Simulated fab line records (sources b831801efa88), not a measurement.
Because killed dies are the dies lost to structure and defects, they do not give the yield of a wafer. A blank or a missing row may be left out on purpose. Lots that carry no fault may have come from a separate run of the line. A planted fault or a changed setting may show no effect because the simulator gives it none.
fab line records	flow sky130
[record] lots = 13	wafers = 37	last-day = 50
route steps=708 shown VIA1@470 VIA3@586 METAL4@633 VIA4@658 PAD_OPEN@708
lots that met no fault: from a run of the same line without faults
start-h: the number of hours between the record's first day and the start of the first shown wafer of the lot	wait-h: hours since the lot's step before	" repeats the value in the row above	L1.1+2: one row covering several wafers at once	- value missing, or start not given	* or withheld: withheld	< > ~ a bound
route shown NAME@n: NAME is a module with steps in the file, n the number in the route of the first one	usual: mean/standard deviation taken from wafers without a fault	same: alike in all rows	chamber/n: place in a boat	sites: readings site by site	_std_site: how widely they spread, as a standard deviation	_edge_site: mean of outer sites minus mean of inner sites	radius-mm: how far each site lies from the wafer's centre	mask NAME#n: copy n	behind: tool/chamber where the wafer was last shaped	hold: cause of the lot's hold/its duration in hours/its outcome	device: which transistor (n, p or np) failed to switch	end of line: the tests these same wafers got at the end of their route	a step without rows: its recipe alone	killed: at the first sort, the dies lost to defects and structure; wafer yield is something else	map: a wafer's dies, marking killed ones x, the rest . and places with no die _
set.NAME: the setting that was run; set.NAME@STEP: the one run at that earlier step	model.NAME: the simulator's own value behind a step, which no gauge read
a sample of lots followed through the steps of the route, with each step as a table and each wafer as a row
services: when a tool's chamber went out of use (start-h, in hours from the record's first day, below 0 if earlier), for how many hours, and the reason
[[steps]]
[step SKY_VIA1_CD_MEAS_12]
[recipe] target-cd-nm = 150
[usual] cd-nm = 149.5/1.7
lot.wafer	tool	chamber	start-h	wait-h	cd-nm
L383.1	cd-sem-01	-	788.41	-	148.8
L383.5	"	-	"	"	148.8
L383.6	"	-	"	"	149.0
L385.1	cd-sem-02	-	810.98	-	150.1
L385.4	"	-	"	"	148.2
L385.5	"	-	"	"	151.0
L387.1	cd-sem-02	-	832.28	-	149.8
L387.3	"	-	"	"	150.1
L387.4	"	-	"	"	150.2
L390.2	cd-sem-01	-	842.53	-	151.3
L390.3	"	-	"	"	150.4
L390.4	"	-	"	"	149.7
L391.2	cd-sem-01	-	850.93	-	148.8
L391.4	"	-	"	"	147.2
L391.5	"	-	"	"	148.3
L392.1	cd-sem-02	-	856.23	-	150.3
L392.2	"	-	"	"	149.5
L392.6	"	-	"	"	149.4
L393.1	cd-sem-02	-	862.13	-	149.3
L393.3	"	-	"	"	150.4
L393.4	"	-	"	"	148.7
L394.3	cd-sem-01	-	874.12	-	148.9
L394.4	"	-	"	"	150.5
L394.5	"	-	"	"	149.7
L395.1	cd-sem-02	-	878.68	-	150.5
L395.4	"	-	"	"	151.5
L395.6	"	-	"	"	152.4
L396.1	cd-sem-01	-	884.23	-	149.7
L396.2	"	-	"	"	147.9
L396.5	"	-	"	"	148.4
L400.3	cd-sem-02	-	935.47	-	149.5
L400.5	"	-	"	"	148.6
L400.6	"	-	"	"	149.0
L402.3	cd-sem-02	-	942.57	-	145.8
L402.5	"	-	"	"	148.4
L404.2	cd-sem-01	-	944.08	-	150.0
L404.3	"	-	"	"	152.3
[step SKY_VIA3_OVL_MEAS_13]
[usual] VIA3_OVL = -2/5.3
lot.wafer	tool	chamber	start-h	wait-h	VIA3_OVL[nm]
L383.1	overlay-02	-	925.27	0.1	-6
L383.5	"	-	"	"	2
L383.6	"	-	"	"	-1
L385.1	overlay-01	-	945.68	0.1	0
L385.4	"	-	"	"	1
L385.5	"	-	"	"	1
L387.1	overlay-01	-	965.29	0.1	-10
L387.3	"	-	"	"	-12
L387.4	"	-	"	"	-5
L390.2	overlay-02	-	977.36	0.1	-7
L390.3	"	-	"	"	-1
L390.4	"	-	"	"	-11
L391.2	overlay-01	-	982.88	0.1	0
L391.4	"	-	"	"	-2
L391.5	"	-	"	"	1
L392.1	overlay-01	-	989.14	0.1	0
L392.2	"	-	"	"	-1
L392.6	"	-	"	"	-5
L393.1	overlay-02	-	998.60	0.1	-1
L393.3	"	-	"	"	2
L393.4	"	-	"	"	-1
L394.3	overlay-02	-	1005.13	0.1	3
L394.4	"	-	"	"	-4
L394.5	"	-	"	"	-7
L395.1	overlay-01	-	1007.97	0.1	-4
L395.4	"	-	"	"	-3
L395.6	"	-	"	"	-5
L396.1	overlay-02	-	1013.95	0.1	5
L396.2	"	-	"	"	4
L396.5	"	-	"	"	8
L400.3	overlay-02	-	1059.61	0.1	-4
L400.5	"	-	"	"	-6
L400.6	"	-	"	"	-8
L402.3	overlay-01	-	1067.86	0.1	-6
L402.5	"	-	"	"	1
L404.2	overlay-02	-	1069.91	0.1	-11
L404.3	"	-	"	"	-5
[step SKY_METAL4_ETCH_17]
[recipe] target = SiO2	stop-on = TiN	chemistry = C4F8/O2/Ar	source-w = 1500	bias-w = 1200	pressure-mtorr = 40	c4f8-flow-sccm = withheld	O2_flow_sccm = 6	Ar_flow_sccm = 300	time-s = 3.9	target-depth-a = 150
[usual] oes-product-au = 0.756/0.008	rf-fwd-power-W = 1465/5.8
lot.wafer	tool	chamber	start-h	wait-h	oes-product-au	rf-fwd-power-W	rf-hours-counter-h
L383.1	rie-diel-04	3	977.91	0.1	0.752	1458	8
L383.5	"	3	"	"	0.755	1460	-
L383.6	"	0	"	"	0.751	1473	-
L385.1	rie-diel-01	1	995.57	0.1	0.746	1471	10
L385.4	"	2	"	"	0.749	1461	21
L385.5	"	3	"	"	0.762	1463	-
L387.1	rie-diel-04	3	1015.31	0.1	0.746	1464	9
L387.3	"	0	"	"	0.754	1468	8
L387.4	"	2	"	"	0.760	1462	17
L390.2	rie-diel-04	3	1026.36	0.1	0.748	1458	10
L390.3	"	1	"	"	0.742	1475	16
L390.4	"	0	"	"	0.747	1470	8
L391.2	rie-diel-02	1	1032.56	0.1	0.763	1462	9
L391.4	"	2	"	"	0.771	1465	24
L391.5	"	0	"	"	0.768	1464	-
L392.1	rie-diel-04	2	1037.17	0.1	0.755	1454	18
L392.2	"	3	"	"	0.739	1468	10
L392.6	"	1	"	"	0.755	1466	-
L393.1	rie-diel-04	2	1045.48	0.1	0.756	1458	18
L393.3	"	1	"	"	0.745	1463	17
L393.4	"	3	"	"	0.755	1461	10
L394.3	rie-diel-02	2	1053.47	0.0	0.751	1468	24
L394.4	"	0	"	"	0.749	1461	7
L394.5	"	1	"	"	0.759	1461	-
L395.1	rie-diel-02	0	1055.93	0.1	0.762	1461	7
L395.4	"	1	"	"	0.753	1465	9
L395.6	"	3	"	"	0.762	1456	-
L396.1	rie-diel-02	2	1061.00	0.2	0.763	1467	24
L396.2	"	0	"	"	0.764	1467	7
L396.5	"	1	"	"	0.773	1457	-
L400.3	rie-diel-02	0	1103.32	0.0	0.743	1464	9
L400.5	"	2	"	"	0.767	1465	-
L400.6	"	3	"	"	0.758	1467	-
L402.3	rie-diel-02	2	1111.12	0.0	0.750	1480	26
L402.5	"	2	"	"	0.769	1472	-
L404.2	rie-diel-02	2	1112.92	0.1	0.789	-	26
L404.3	"	3	"	"	0.757	1467	13
[step SKY_VIA4_RS_MEAS_19]
[recipe] thk-meas-gauge = four-point-probe	reads = W_of_VIA4_CVD_18+TiN_of_VIA4_SPUTTER_17
[usual] VIA4_W_RS = 0.2255/0.0018
lot.wafer	tool	chamber	start-h	wait-h	VIA4_W_RS[ohm/sq]
L383.1	film-metro-01	-	1003.68	0.1	0.2269
L383.5	"	-	"	"	0.2267
L383.6	"	-	"	"	0.2318
L385.1	film-metro-04	-	1019.80	0.1	0.2262
L385.4	"	-	"	"	0.2275
L385.5	"	-	"	"	0.2280
L387.1	film-metro-01	-	1040.49	0.1	0.2268
L387.3	"	-	"	"	0.2263
L387.4	"	-	"	"	0.2246
L390.2	film-metro-04	-	1050.65	0.1	0.2269
L390.3	"	-	"	"	0.2254
L390.4	"	-	"	"	0.2253
L391.2	film-metro-03	-	1056.91	0.1	0.2238
L391.4	"	-	"	"	0.2243
L391.5	"	-	"	"	0.2245
L392.1	film-metro-04	-	1060.86	0.1	0.2290
L392.2	"	-	"	"	0.2263
L392.6	"	-	"	"	0.2267
L393.1	film-metro-04	-	1068.29	0.1	0.2270
L393.3	"	-	"	"	0.2257
L393.4	"	-	"	"	0.2267
L394.3	film-metro-01	-	1076.99	0.2	0.2244
L394.4	"	-	"	"	0.2259
L394.5	"	-	"	"	0.2249
L395.1	film-metro-03	-	1079.58	0.1	0.2260
L395.4	"	-	"	"	0.2249
L395.6	"	-	"	"	0.2258
L396.1	film-metro-04	-	1083.43	0.1	0.2241
L396.2	"	-	"	"	0.2262
L396.5	"	-	"	"	0.2242
L400.3	film-metro-04	-	1125.88	0.1	0.2250
L400.5	"	-	"	"	0.2266
L400.6	"	-	"	"	0.2255
L402.3	film-metro-01	-	1131.93	0.1	0.2263
L402.5	"	-	"	"	0.2242
L404.2	film-metro-03	-	1135.03	0.1	0.2249
L404.3	"	-	"	"	0.2262
[step SKY_PAD_OPEN_PROBE_99]
[usual] defect-limited-yield = 82.3/1.9	killed_at_M0_to_M3 = 45/6.6	killed_at_M4_up = 3.1/1.6	killed-at-contacts = 24/5	killed-at-front-end = 14/4.4	killed-at-other = 0.3/0.58	killed-dies = 87/9.2	killed-open = 47/6.7	killed-short = 40/6.4	sort_bin_3_pad_short = 0.9/0.5	sort_bin_5_function = 10.4/1.6	sort_bin_6_memory = 6.4/1.1	sort-n-pass = 405/9.1	sort-yield-pct = 82.3/1.9
[same] gross-dies = 492	killed-at-back-side = 0	sort_bin_4_leakage[%] = 0	sort_bin_8_speed[%] = 0
lot.wafer	tool	chamber	start-h	wait-h	defect-limited-yield[%]	killed_at_M0_to_M3	killed_at_M4_up	killed-at-contacts	killed-at-front-end	killed-at-other	killed-dies	killed-open	killed-short	sort_bin_3_pad_short[%]	sort_bin_5_function[%]	sort_bin_6_memory[%]	sort-n-pass	sort-yield-pct[%]
L383.1	prober-01	-	1074.15	0.1	84.8	40	4	25	5	1	75	46	29	0.4	8.7	6.1	417	84.8
L383.5	prober-01	-	1074.35	0.2	84.6	37	0	26	13	0	76	48	28	0.6	9.1	5.7	416	84.6
L383.6	prober-01	-	1074.40	0.2	83.5	38	2	25	16	0	81	44	37	0.8	9.6	6.1	411	83.5
L393.1	prober-01	-	1131.55	0.1	77.0	56	3	35	17	2	113	48	65	2.4	13.6	6.9	379	77.0
L393.3	prober-01	-	1131.65	0.2	81.7	44	1	27	18	0	90	42	48	0.6	11.0	6.7	402	81.7
L393.4	prober-01	-	1131.70	0.2	82.5	30	5	32	19	0	86	49	37	0.8	8.7	7.9	406	82.5
L400.3	prober-01	-	1183.91	0.2	83.5	35	4	29	10	3	81	52	29	0.6	10.6	5.3	411	83.5
L400.5	prober-01	-	1184.01	0.2	83.9	44	5	17	13	0	79	37	42	1.0	9.1	5.9	413	83.9
L400.6	prober-01	-	1184.06	0.2	84.1	39	2	28	9	0	78	44	34	1.2	10.8	3.9	414	84.1
L404.2	prober-02	-	1190.46	0.1	83.3	43	3	26	10	0	82	46	36	0.8	9.8	6.1	410	83.3
L404.3	prober-02	-	1190.51	0.2	84.3	41	1	22	13	0	77	41	36	0.6	9.3	5.7	415	84.3
// killed by level:class
L383.1 VIA3:geometric-particle:open=12 CONTACT:geometric-particle:open=11 VIA1:geometric-particle:open=10 LI_CONTACT:geometric-particle:open=6 METAL1:geometric-particle:short=4 METAL2:geometric-particle:short=4 POLY_GATE:geometric-particle:short=3 LOCAL_INTERCONNECT:geometric-particle:short=3
L383.5 LI_CONTACT:geometric-particle:open=10 CONTACT:geometric-particle:open=9 VIA1:geometric-particle:open=9 VIA3:geometric-particle:open=8 VIA2:geometric-particle:open=5 POLY_GATE:geometric-particle:short=4 LOCAL_INTERCONNECT:geometric-particle:short=4 VIA3:geometric-particle:short=4
L383.6 VIA3:geometric-particle:open=8 METAL2:geometric-particle:short=7 CONTACT:geometric-particle:open=7 POLY_GATE:geometric-particle:open=7 VIA1:geometric-particle:open=7 LI_CONTACT:geometric-particle:open=6 POLY_GATE:geometric-particle:short=4 LI_CONTACT:geometric-particle:short=4
L393.1 CONTACT:geometric-particle:open=13 METAL2:geometric-particle:short=11 VIA3:geometric-particle:open=9 CONTACT:geometric-particle:short=8 VIA1:geometric-particle:open=7 METAL1:geometric-particle:short=7 FIELD_ISO:geometric-particle:short=5 POLY_GATE:geometric-particle:short=5
L393.3 CONTACT:geometric-particle:open=14 METAL2:geometric-particle:short=11 CONTACT:geometric-particle:short=8 METAL1:geometric-particle:short=7 VIA1:geometric-particle:open=7 VIA2:geometric-particle:open=5 FIELD_ISO:geometric-particle:short=4 POLY_GATE:geometric-particle:open=3
L393.4 CONTACT:geometric-particle:open=14 VIA2:geometric-particle:open=9 METAL2:geometric-particle:short=7 LI_CONTACT:geometric-particle:open=7 FIELD_ISO:geometric-particle:open=4 FIELD_ISO:geometric-particle:short=4 POLY_GATE:geometric-particle:open=4 CONTACT:geometric-particle:short=4
L400.3 VIA1:geometric-particle:open=11 LI_CONTACT:geometric-particle:open=11 CONTACT:geometric-particle:open=10 VIA3:geometric-particle:open=6 POLY_GATE:geometric-particle:short=5 VIA2:geometric-particle:open=5 VIA1:geometric-particle:short=4 CONTACT:geometric-particle:short=4
L400.5 VIA3:geometric-particle:open=8 FIELD_ISO:geometric-particle:short=6 LOCAL_INTERCONNECT:geometric-particle:short=6 VIA1:geometric-particle:open=6 LI_CONTACT:geometric-particle:open=5 METAL1:geometric-particle:short=5 VIA1:geometric-particle:short=5 VIA2:geometric-particle:short=5
L400.6 CONTACT:geometric-particle:open=12 VIA1:geometric-particle:open=9 VIA3:geometric-particle:open=7 CONTACT:geometric-particle:short=5 LOCAL_INTERCONNECT:geometric-particle:short=5 VIA1:geometric-particle:short=5 VIA2:geometric-particle:open=4 POLY_GATE:geometric-particle:short=3
L404.2 CONTACT:geometric-particle:open=10 LI_CONTACT:geometric-particle:open=7 METAL2:geometric-particle:short=7 VIA2:geometric-particle:open=7 VIA3:geometric-particle:open=6 LOCAL_INTERCONNECT:geometric-particle:short=5 VIA1:geometric-particle:open=5 VIA2:geometric-particle:short=5
L404.3 CONTACT:geometric-particle:open=11 METAL1:geometric-particle:short=8 VIA3:geometric-particle:open=8 VIA1:geometric-particle:open=6 CONTACT:geometric-particle:short=5 METAL2:geometric-particle:short=5 FIELD_ISO:geometric-particle:open=4 SPACER:geometric-particle:short=4
[[services]]
tool	chamber	start-h	hours	kind
rie-diel-01	3	968.76	23.0	repair
rie-diel-02	2	973.59	2.8	repair
rie-diel-01	0	996.04	-	clean
rie-diel-01	0	996.04	27.4	scheduled-down
rie-diel-01	0	996.04	27.4	vent-cycle
rie-diel-04	0	996.09	1.3	repair
rie-diel-01	1	998.93	12.6	repair
rie-diel-04	2	1002.62	5.3	repair
rie-diel-04	2	1053.76	6.0	repair
rie-diel-02	2	1063.00	4.6	repair
rie-diel-02	-	1107.83	0.1	repair
[[key]]
[first-sign] step = SKY_METAL4_ETCH_17	reading = oes-product-au	direction = up	sigmas = 4.1	usual = 0.756	struck = 0.789
effect none on later readings
met-at SKY_METAL4_ETCH_17
struck-lots L404
struck-wafers L404.2
not-acting-at SKY_VIA1_CD_MEAS_12,SKY_VIA3_OVL_MEAS_13,SKY_VIA4_RS_MEAS_19
onset-between 1103.32 1112.92
[fault] kind = process-parameter-drift	tool = rie-diel-02	chamber = -	onset-h = 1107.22	steps = SKY_METAL4_ETCH_17	channel = time-s	offset = *	shape = step	end-h = 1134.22	scope = struck-wafers-only	acts-in = *	stated = *
